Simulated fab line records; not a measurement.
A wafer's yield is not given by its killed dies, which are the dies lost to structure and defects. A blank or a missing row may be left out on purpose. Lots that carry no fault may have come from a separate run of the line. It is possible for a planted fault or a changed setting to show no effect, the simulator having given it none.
Problem report in the 8D (eight disciplines) form, filled by code    flow gf180mcu    the parts of the form that need people (team, actions taken, sign-off) are left out

## 1. THE PROBLEM
Wafers with no fault read 80.02 W with a standard deviation of 0.21, whereas biasW at GF_HV_LDD_ETCHBACK_58 reads a mean of 73.73 W on 1 wafer of 1 lot. Relative to the usual mean, that is a shift of -30 standard deviations.
The step: etches Si3N4 in CH3F/O2, stops on SiO2, time 100 s, target depth 90 nm.
Seen first at day 17 22:02 on rieDiel-03, wafer L466.3. The record has a number at this step for 38 wafers belonging to 13 lots. Rule for "out" (also "out of limits"): further than 4 standard deviations from the usual mean. All remaining wafers that have a number are taken as sound.

## 2. WHAT IT IS, WHAT IT ISN'T
question                     is                 is not
which readings at this step  biasW              ch3fFlowSccm, drypumpMotorCurrentA, oesProductAu, throttleValvePct
which lots                   L466               L450, L451, L452, L453, L455, L456, L457, L459, L460, L462, L463, L473
which wafers of those lots   L466.3             L466.1, L466.6
read on which tools          rieDiel-03         rieDiel-01, rieDiel-02
when                         from day 17 22:02  up to then (34 sound wafers); but 3 sound wafers of L473 came after

## 3. SUSPECTS, AND WHAT RULES EACH OUT
Counting: any tool at a process step up to the reading remains a suspect provided it ran every lot that is out. Sound lots after the first of them don't rule it out here, since some wafers of a struck lot are sound.
- plasmaAsher-04 at GF_VT_IMPLANT_STRIP_20 (strips in O2/N2): kept. L466, the lot that is out, went through it at day 10 12:29; up to then, the latest sound lot through it was L460 at day 8 20:17.
- rieDiel-03 at GF_HV_LDD_ETCHBACK_58 (etches Si3N4 in CH3F/O2, stops on SiO2, time 100 s, target depth 90 nm): kept. L466, the lot that is out, went through it at day 17 22:02; up to then, the latest sound lot through it was L462 at day 16 16:50. On those wafers its own readings are out: biasW.
- At GF_HV_LDD_ETCHBACK_58, inside rieDiel-03: chamber 1 took the wafers that are out, while their sound lot-mates went through chambers 2, 3.
Left after counting: plasmaAsher-04 at GF_VT_IMPLANT_STRIP_20, rieDiel-03 at GF_HV_LDD_ETCHBACK_58.

## 4. THE CAUSE (what the simulator had put in)
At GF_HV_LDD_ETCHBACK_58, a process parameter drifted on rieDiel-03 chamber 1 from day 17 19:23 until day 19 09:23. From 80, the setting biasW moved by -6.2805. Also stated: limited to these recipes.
Of the 2 suspects that counting leaves, this tool is one.

## 5. THE EFFECT CHAIN, in route order
Rows list readings where the struck wafers' mean (over those with a number) sits beyond 3 standard deviations from the usual. Only readings for which the record gives a usual standard deviation are gone through. hours: the time from each lot's start at the first step in this table that gives one to its start at this step, as a median over the lots. sigmas: the change in usual standard deviations.
hours  step                   reading  usual    on struck wafers  change  sigmas
0      GF_HV_LDD_ETCHBACK_58  biasW    80.02 W  73.73             -6.29   -30
Its process steps:
- GF_HV_LDD_ETCHBACK_58: etches Si3N4 in CH3F/O2, stops on SiO2, time 100 s, target depth 90 nm.

## 6. WHAT WOULD HAVE CAUGHT IT SOONER
First out-of-limits reading in this record: day 17 22:02, which is 3 hours after fault onset at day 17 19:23.
